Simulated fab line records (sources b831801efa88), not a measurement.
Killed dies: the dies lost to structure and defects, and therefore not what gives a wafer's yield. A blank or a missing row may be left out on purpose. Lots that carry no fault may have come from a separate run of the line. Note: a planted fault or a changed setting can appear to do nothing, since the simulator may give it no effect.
Struck lot and sound lot, side by side || flow sfq line || 14 out of 325 route steps
Sound: wafers L183.3, L183.5, L183.6. Struck: wafer L187.4. (L187.1, L187.5 of the same lot were not struck and are left out.) The cause comes at the end.
Order at every step that has rows: each side's tool, ch and its chambers, its first start. Under that, the readings that differ: sound wafers || struck wafers || difference of the means || sigmas: that difference in standard deviations of wafers without a fault.
alike: readings whose means differ by less than 2 such deviations, and words and numbers that are the same on both sides. not compared: withheld readings, readings that some wafer has no value for, bounds like >300 that may hide the same value, and numbers for which the record gives no deviation and whose values overlap.
The two part at a step that has a row with sigmas, a row that says differs or no value, or rows on one side only. Non-overlapping numbers with no deviation appear without sigmas and do not part them. A reading that every wafer of one side lacks parts them only if that side has two wafers or more.

first, 6 steps without rows for these wafers: SFQ_TRILAYER_M7_LITHO_COAT_182 (resist thk 62 nm); SFQ_TRILAYER_M7_LITHO_COAT_177 (resist thk 600 nm); SFQ_TRILAYER_M7_LITHO_SOFTBAKE_181; SFQ_TRILAYER_M7_LITHO_EXPOSE_178 (exposes mask M7, target cd 500 nm); SFQ_TRILAYER_M7_LITHO_PEB_180 (peb time 60 s); SFQ_TRILAYER_M7_LITHO_DEVELOP_179 (time 60 s).
SFQ_M7_OVL_MEAS_945:
  sound: overlay-02 at day 77 13:23; struck: overlay-01 at day 78 03:47
{"reading": "M7_OVL (nm)", "sound": "5 3 10", "struck": -9, "difference": -15, "sigmas": -3}
SFQ_TRILAYER_M7_BARC_OPEN_METAL_ETCH_229: etches BARC in O2, target depth 125 nm, time 41.7 s.
  sound on rie metal-02 ch 0,1, day 77 13:26; struck on rie metal-02 ch 0, day 78 03:49
  alike: drypump motor current A, he backside leak sccm, oes product au
  not compared: rf hours counter h
SFQ_TRILAYER_M7_ETCH_METAL_ETCH_180: etches Nb in Cl2/Ar, stops on SiO2, target depth 240 nm, time 120 s.
  sound on rie metal-02 ch 0,1, day 77 13:31; struck on rie metal-02 ch 0, day 78 03:52
  alike: drypump motor current A, he backside leak sccm, oes product au
  not compared: rf hours counter h
SFQ_TRILAYER_M7_STRIP_STRIP_181: strips in O2.
  sound on rie metal-02 ch 0,1, day 77 13:48; struck on rie metal-02 ch 0, day 78 04:00
  alike: drypump motor current A, he backside leak sccm, oes product au
  not compared: rf hours counter h
then, 1 step without rows for these wafers: SFQ_TRILAYER_M7_STRIP_SOLV_CLEAN_182 (cleans in NMP, time 600 s).
SFQ_TRILAYER_I7_DEP_PECVD_183: deposits SiO2 from SiH4/N2O, time 111.11 s, target thk 500 nm.
  sound on pecvd-02 ch 0,1, day 77 14:22; struck on pecvd-03 ch 2, day 78 04:46
  alike: heater power w, susceptor temp C, throttle valve pct
SFQ_TRILAYER_I7_CMP_CMP_184: polishes SiO2.
  sound on cmp-01 ch 0,1, day 77 16:38; struck on cmp-01 ch 3, day 78 04:51
{"reading": "time to endpoint s (s)", "sound": "228 214 218", "struck": 128, "difference": -92, "sigmas": -10}
  alike: motor current A, retaining ring pressure frac
SFQ_I7_BOW_MEAS_946:
  sound: film metro-04 at day 77 19:11; struck: film metro-04 at day 78 07:51
  alike: I7_BOW

== WHERE THEY PART ==
First at SFQ_M7_OVL_MEAS_945; last, within this record, at SFQ_TRILAYER_I7_CMP_CMP_184. Later steps at which nothing parts them and some readings are alike: SFQ_I7_BOW_MEAS_946.

WHY: the cause the simulator had injected
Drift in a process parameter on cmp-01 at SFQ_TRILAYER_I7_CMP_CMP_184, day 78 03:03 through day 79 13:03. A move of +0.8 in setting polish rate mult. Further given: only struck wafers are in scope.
